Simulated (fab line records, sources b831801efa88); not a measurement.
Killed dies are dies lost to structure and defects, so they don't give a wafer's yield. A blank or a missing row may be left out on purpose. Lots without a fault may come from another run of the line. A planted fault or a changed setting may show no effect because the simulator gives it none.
Chamber matching | flow sfq_line | SFQ_TRILAYER_I6_CMP_CMP_166 on cmp-02: 4 sister chambers
The step polishes SiO2. 8 wafers are shown with their chamber, then 7 later ones without.

WAFERS WITH THEIR CHAMBER
wafer  | chamber | motor_current_A (A) | time_to_endpoint_s (s)
L130.4 | 0       | 9.0                 | 216
L136.4 | 1       | 13.4                | 218
L136.5 | 2       | 10.2                | 218
L138.3 | 3       | 10.4                | 205
L138.2 | 1       | 13.1                | 216
L138.6 | 3       | 10.6                | 214
L139.1 | 0       | 9.5                 | 210
L139.3 | 2       | 9.9                 | 215

WAFERS WITHOUT THEIR CHAMBER
wafer  | motor_current_A (A) | time_to_endpoint_s (s)
L139.4 | 9.9                 | 214
L140.4 | 14.1                | 219
L140.3 | 8.5                 | 214
L140.6 | 10.4                | 211
L149.1 | 8.7                 | 219
L149.3 | 13.3                | 222
L149.4 | 10.2                | 225

WHICH CHAMBER EACH WENT THROUGH
wafer  | from the rows above          | in truth
L139.4 | can't be placed: 2 or 0 or 3 | 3
L140.4 | 1                            | 1
L140.3 | 0                            | 0
L140.6 | can't be placed: 3 or 2      | 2
L149.1 | 0                            | 0
L149.3 | 1                            | 1
L149.4 | can't be placed: 2 or 3      | 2
Placed correctly: 4 of 7. Can't be placed from these rows: 3 (the true chamber is among the candidates in 3). Placed wrongly: 0.
How it was worked out, from the rows above alone: a wafer's distance from a chamber is the root of the sum, over the readings, of the square of ((its reading less the chamber's mean) divided by the reading's scatter). The wafer belongs to the nearest chamber; if the next one is less than 2 further off, it can't be placed. A chamber's mean is the mean of its shown wafers. The scatter: the root of (the sum of the squares of (reading less its chamber's mean) over the shown wafers, divided by (wafers less chambers)).
